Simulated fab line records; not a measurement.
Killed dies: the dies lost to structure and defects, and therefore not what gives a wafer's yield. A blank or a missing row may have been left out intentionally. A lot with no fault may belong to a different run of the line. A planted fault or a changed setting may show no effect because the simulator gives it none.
What tool caused it? -- flow sky130 -- 33 wafers from 11 lots sampled at 5 of the route's 708 steps

== WHAT THE GAUGES READ, wafer by wafer ==
SKY_NWELL_RS_MEAS_29: measures by four-point-probe.
lot,measured,on,NWELL_RS (ohm/sq)
L866,day 5 17:27,film_metro-02,624.7 625.7 622.1
L869,day 6 18:03,film_metro-02,625.6 626.0 625.9
L870,day 7 04:29,film_metro-02,625.0 622.9 624.8
L872,day 7 09:43,film_metro-01,624.2 623.5 627.2
L875,day 8 05:04,film_metro-01,622.9 622.7 625.0
L876,day 8 10:00,film_metro-04,619.6 619.4 620.7 620.1 619.5 620.3
L877,day 8 18:42,film_metro-02,618.3 617.0 620.5 618.3 618.0 619.2
L880,day 9 05:49,film_metro-01,625.5 624.6 626.8
L884,day 10 15:45,film_metro-01,625.1 626.4 624.9
L886,day 11 02:13,film_metro-01,625.6 624.8 625.0
L887,day 11 09:22,film_metro-01,622.9 622.1 621.5

SKY_VT_ADJUST_HVTP_OVL_MEAS_08.
lot,measured,on,VT_ADJUST_HVTP_OVL (nm)
L866,day 6 11:55,overlay-02,0.6 0.2 0.0
L869,day 7 13:16,overlay-02,-2.7 -3.0 -1.8
L870,day 8 01:14,overlay-02,0.1 -0.9 0.4
L872,day 8 05:37,overlay-02,0.5 -1.2 0.4
L875,day 9 02:26,overlay-02,0.1 -1.0 -2.1
L876,day 9 08:37,overlay-01,-0.1 -1.4 -0.3
L877,day 9 16:22,overlay-02,4.5 3.1 2.7
L880,day 10 04:04,overlay-02,1.8 0.7 2.7
L884,day 11 14:47,overlay-01,-1.1 -0.3 -1.7
L886,day 12 01:14,overlay-02,2.8 2.7 2.0
L887,day 12 09:23,overlay-02,1.2 3.1 2.4

== WHAT TOOL EACH LOT RAN ON (gives the tool, then ch and the chambers of the sampled wafers, and finally the start) ==
lot,SKY_FIELD_ISO_STRIP_16,SKY_NWELL_IMPLANT_12,SKY_NWELL_STRIP_25
L866,"plasma_asher-01 ch 0,1, day 2 17:10","implanter-04 ch 0, day 4 23:17","plasma_asher-02 ch 0,1, day 5 17:08"
L869,"plasma_asher-04 ch 0,1, day 3 06:31","implanter-04 ch 0, day 5 23:29","plasma_asher-02 ch 0,1, day 6 17:44"
L870,"plasma_asher-04 ch 0,1, day 3 12:23","implanter-04 ch 0, day 6 09:34","plasma_asher-02 ch 0,1, day 7 04:09"
L872,"plasma_asher-01 ch 0,1, day 3 23:19","implanter-04 ch 0, day 6 14:08","plasma_asher-03 ch 0,1, day 7 09:24"
L875,"plasma_asher-04 ch 0,1, day 4 19:07","implanter-04 ch 0, day 7 08:28","plasma_asher-04 ch 0,1, day 8 04:44"
L876,"plasma_asher-01 ch 0,1, day 4 23:40","implanter-04 ch 0, day 7 13:47","plasma_asher-04 ch 0,1, day 8 09:41"
L877,"plasma_asher-04 ch 0,1, day 5 04:46","implanter-04 ch 0, day 7 21:29","plasma_asher-04 ch 0,1, day 8 18:17"
L880,"plasma_asher-04 ch 0,1, day 5 15:40","implanter-01 ch 0, day 8 07:35","plasma_asher-02 ch 0,1, day 9 05:30"
L884,"plasma_asher-01 ch 0,1, day 6 13:00","implanter-02 ch 0, day 9 15:05","plasma_asher-04 ch 0,1, day 10 15:26"
L886,"plasma_asher-02 ch 0,1, day 7 01:34","implanter-01 ch 0, day 10 02:22","plasma_asher-02 ch 0,1, day 11 01:53"
L887,"plasma_asher-04 ch 0,1, day 7 07:04","implanter-02 ch 0, day 10 09:34","plasma_asher-02 ch 0,1, day 11 09:02"
- SKY_FIELD_ISO_STRIP_16: strips in O2/N2.
- SKY_NWELL_IMPLANT_12
- SKY_NWELL_STRIP_25: strips in O2/N2.

== AS READ BY THE TOOLS THEMSELVES (means over the sampled wafers that have a number; for cases with no such wafer, the mark the record gives instead) ==
SKY_FIELD_ISO_STRIP_16.
lot,tool,drypump_motor_current_A (A),oes_product_au (a.u.),strip_time_to_endpoint_s (s)
L866,plasma_asher-01,5.4,0.379,3.541
L869,plasma_asher-04,6.5,0.378,3.544
L870,plasma_asher-04,6.5,0.379,3.556
L872,plasma_asher-01,5.1,0.381,3.549
L875,plasma_asher-04,6.5,0.380,3.560
L876,plasma_asher-01,5.4,0.375,3.547
L877,plasma_asher-04,6.5,0.379,3.561
L880,plasma_asher-04,6.5,0.380,3.534
L884,plasma_asher-01,5.1,0.381,3.575
L886,plasma_asher-02,6.2,0.379,3.592
L887,plasma_asher-04,6.5,0.377,3.554

SKY_NWELL_IMPLANT_12.
lot,tool,beam_on_s (s),dose_ions_cm2,faraday_current_uA
L866,implanter-04,9.92,1.3005e+12,7.39
L869,implanter-04,10.23,1.3006e+12,7.18
L870,implanter-04,10.27,1.3015e+12,7.13
L872,implanter-04,10.05,1.3010e+12,7.30
L875,implanter-04,9.99,1.3008e+12,7.32
L876,implanter-04,11.53,1.2993e+12,6.37
L877,implanter-04,11.42,1.2996e+12,6.41
L880,implanter-01,10.04,1.3004e+12,7.31
L884,implanter-02,9.90,1.3004e+12,7.40
L886,implanter-01,9.98,1.3012e+12,7.32
L887,implanter-02,9.91,1.3016e+12,7.39

SKY_NWELL_STRIP_25.
lot,tool,drypump_motor_current_A (A),oes_product_au (a.u.),strip_time_to_endpoint_s (s)
L866,plasma_asher-02,6.3,0.724,36.99
L869,plasma_asher-02,6.2,0.721,36.88
L870,plasma_asher-02,6.2,0.722,36.83
L872,plasma_asher-03,6.1,0.716,37.02
L875,plasma_asher-04,6.1,0.722,36.92
L876,plasma_asher-04,6.2,0.720,36.85
L877,plasma_asher-04,6.1,0.725,36.96
L880,plasma_asher-02,6.2,0.730,36.88
L884,plasma_asher-04,6.1,0.722,36.84
L886,plasma_asher-02,6.3,0.722,36.93
L887,plasma_asher-02,6.3,0.721,36.90

== THE ANSWER, worked out from the rows above alone ==
Rule: the lots themselves supply what counts as usual. Put in order of their means at a reading, lots are off if they are a third of the lots or fewer, leave a main group of 4 or more, and stand apart from it by a gap of 3 or more times the standard deviation of the main group's means; of several such gaps the widest counts. A main group is skipped when, at the precision printed for the reading in the tables above, its means are all equal. Also off: a lot with no number at a reading for which 4 or more lots have one. Where the step has rows for the other lots, those lots are counted as sound. After the gauges, taken in route order, come the tools' own readings; for these a lot's mean is taken, as printed above. At the first step where some lot is off, the reading lying furthest off is the one used; lots without a number count as furthest.
Off, at SKY_NWELL_IMPLANT_12 on beam_on_s: L876, L877. For the main group the mean is 10.03 s and the standard deviation 0.13.
If a tool, at that step or one of the process steps before it, ran each lot that is off and ran no sound lot following the first of them, it fits. One fits: SKY_NWELL_IMPLANT_12 on implanter-04. A fault onset in the window from L875 (day 7 08:28, its last sound lot) to L876 (day 7 13:47, its first lot off) fits.
The tool's own readings at SKY_NWELL_IMPLANT_12 bear it out: on the lots that are off they differ by more than 5 times the standard deviation of the sound lots' means. beam_on_s reads 11.47 s there against 10.03 s on the sound lots; faraday_current_uA reads 6.39 there against 7.30 on the sound lots.

== WHAT WAS PUT IN BY THE SIMULATOR ==
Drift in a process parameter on implanter-04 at SKY_NWELL_IMPLANT_12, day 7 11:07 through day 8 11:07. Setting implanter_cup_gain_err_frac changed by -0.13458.
Lots struck among those shown: L876, L877. The rule given above showed the same thing.
